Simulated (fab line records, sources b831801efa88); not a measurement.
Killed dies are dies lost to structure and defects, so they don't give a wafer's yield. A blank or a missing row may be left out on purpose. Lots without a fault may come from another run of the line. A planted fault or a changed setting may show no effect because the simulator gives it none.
Chamber matching | flow sky130 | SKY_LI_CONTACT_ETCH_14 on rie_diel-01: 4 sister chambers
The step etches BARC in N2/H2, stops on SiO2, time 45.9 s, target depth 60 nm. 8 wafers are shown with their chamber, then 10 later ones without.

WAFERS WITH THEIR CHAMBER
wafer  | chamber | drypump_motor_current_A (A) | bias_w (W)
L077.2 | 3       | 6.2                         | 100.2
L082.5 | 3       | 6.2                         | 100.2
L084.2 | 0       | 5.8                         | 100.3
L088.1 | 1       | 6.5                         | 99.6
L088.3 | 0       | 5.8                         | 100.3
L088.4 | 2       | 4.7                         | 100.2
L090.1 | 2       | 4.7                         | 100.0
L090.2 | 1       | 6.4                         | 100.0

WAFERS WITHOUT THEIR CHAMBER
wafer  | drypump_motor_current_A (A) | bias_w (W)
L090.6 | 4.7                         | 99.5
L092.2 | 6.2                         | 100.5
L092.4 | 6.4                         | 100.0
L092.6 | 6.2                         | 100.7
L095.2 | 6.2                         | 99.9
L095.3 | 6.4                         | 99.9
L095.5 | 6.4                         | 99.8
L096.1 | 4.7                         | 100.2
L096.3 | 5.8                         | 100.0
L096.4 | 5.8                         | 100.1

WHICH CHAMBER EACH WENT THROUGH
wafer  | from the rows above | in truth
L090.6 | 2                   | 2
L092.2 | 3                   | 3
L092.4 | 1                   | 1
L092.6 | 3                   | 3
L095.2 | 3                   | 3
L095.3 | 1                   | 1
L095.5 | 1                   | 1
L096.1 | 2                   | 2
L096.3 | 0                   | 0
L096.4 | 0                   | 0
Placed correctly: 10 of 10. Can't be placed from these rows: 0. Placed wrongly: 0.
How it was worked out, from the rows above alone: a wafer's distance from a chamber is the root of the sum, over the readings, of the square of ((its reading less the chamber's mean) divided by the reading's scatter). The wafer belongs to the nearest chamber; if the next one is less than 2 further off, it can't be placed. A chamber's mean is the mean of its shown wafers. The scatter: the root of (the sum of the squares of (reading less its chamber's mean) over the shown wafers, divided by (wafers less chambers)).
